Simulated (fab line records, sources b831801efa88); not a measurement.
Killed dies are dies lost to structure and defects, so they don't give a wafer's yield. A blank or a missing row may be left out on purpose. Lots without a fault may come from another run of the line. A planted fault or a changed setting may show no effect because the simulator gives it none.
Chamber matching | flow sky130 | SKY_CAPM_CVD_00 on pecvd-04: 3 sister chambers
The step deposits SiO2, target thk 15.5 nm. 6 wafers are shown with their chamber, then 6 later ones without.

WAFERS WITH THEIR CHAMBER
wafer  | chamber | heater_power_w (W)
L168.6 | 1       | 693
L171.3 | 0       | 806
L171.4 | 0       | 816
L171.6 | 2       | 662
L174.4 | 2       | 682
L174.5 | 1       | 661

WAFERS WITHOUT THEIR CHAMBER
wafer  | heater_power_w (W)
L174.6 | 683
L178.2 | 698
L178.3 | 635
L184.3 | 738
L184.4 | 751
L184.5 | 651

WHICH CHAMBER EACH WENT THROUGH
wafer  | from the rows above          | in truth
L174.6 | can't be placed: 1 or 2      | 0
L178.2 | can't be placed: 1 or 2      | 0
L178.3 | can't be placed: 2 or 1      | 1
L184.3 | can't be placed: 1 or 2 or 0 | 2
L184.4 | can't be placed: 0 or 1 or 2 | 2
L184.5 | can't be placed: 2 or 1      | 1
Placed correctly: 0 of 6. Can't be placed from these rows: 6 (the true chamber is among the candidates in 4). Placed wrongly: 0.
How it was worked out, from the rows above alone: a wafer's distance from a chamber is the root of the sum, over the readings, of the square of ((its reading less the chamber's mean) divided by the reading's scatter). The wafer belongs to the nearest chamber; if the next one is less than 2 further off, it can't be placed. A chamber's mean is the mean of its shown wafers. The scatter: the root of (the sum of the squares of (reading less its chamber's mean) over the shown wafers, divided by (wafers less chambers)).
